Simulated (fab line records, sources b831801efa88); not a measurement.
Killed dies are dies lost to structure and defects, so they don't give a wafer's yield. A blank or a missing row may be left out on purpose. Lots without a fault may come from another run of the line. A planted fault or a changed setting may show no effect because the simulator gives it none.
One fault seen from 2 desks | flow gf180mcu | each desk has only its own numbers; what lay behind them comes last

THE TOOL OWNER'S DESK: rie_diel-04
The tool's own readings at GF_M5_ETCH_09 (etches Si3N4 in CF4/O2, target depth 52 nm, time 11.6 s): means of the sampled wafers that have a number, for each lot that ran on this tool. A lot is out of limits, marked OUT, if its mean lies more than 4 standard deviations from the usual mean; the brackets give that distance.
Columns: A = drypump_motor_current_A at GF_M5_ETCH_09, usual 5.6 A; B = oes_product_au at GF_M5_ETCH_09, usual 1.002 a.u.; C = throttle_valve_pct at GF_M5_ETCH_09, usual 5.971 %
lot  | first seen here | A   | B               | C
L143 | day 26 18:51    | 5.8 | 0.985           | 5.963
L156 | day 31 02:26    | 6.1 | 0.818 (-13) OUT | 5.913 (-5.8) OUT
L159 | day 31 14:51    | 5.7 | 0.837 (-12) OUT | 5.922 (-4.9) OUT
This desk's finding: out of limits on L156, L159; first on L156, day 31 02:26 (oes_product_au at GF_M5_ETCH_09). In limits: L143.

THE METROLOGY DESK
What the gauges read, lot by lot, whatever tool the lot ran on: means of the sampled wafers that have a number. A lot is out of limits, marked OUT, if its mean lies more than 4 standard deviations from the usual mean; the brackets give that distance.
Columns: A = cd_nm at GF_M5_CD_MEAS_07, usual 279.7 nm; B = M5_OVL at GF_M5_OVL_MEAS_08, usual 6 nm
lot  | first seen here | A     | B
L143 | day 26 18:41    | 281.1 | -6
L150 | day 29 17:50    | 281.3 | 18
L156 | day 31 02:16    | 279.8 | 5
L158 | day 31 14:23    | 278.9 | 8
L159 | day 31 14:43    | 280.1 | 8
L161 | day 32 00:35    | 278.4 | 9
This desk's finding: nothing out of limits on any of the 6 lots.

PUT TOGETHER
The tool owner's desk could have raised an alarm at day 31 02:26, on L156, L159.
The metrology desk saw nothing out of limits.
The metrology desk has L156, L159 on record, within its limits.
Of the lots named, all ran GF_M5_ETCH_09 on rie_diel-04.

WHAT THE SIMULATOR HAD PUT IN
Process parameter drift: rie_diel-04, from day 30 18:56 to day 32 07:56, at GF_M5_ETCH_09. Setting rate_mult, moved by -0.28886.
Lots struck among those shown: L156, L159.
Hours from the fault's start to each desk's first reading out of limits: the tool owner's desk, 8.
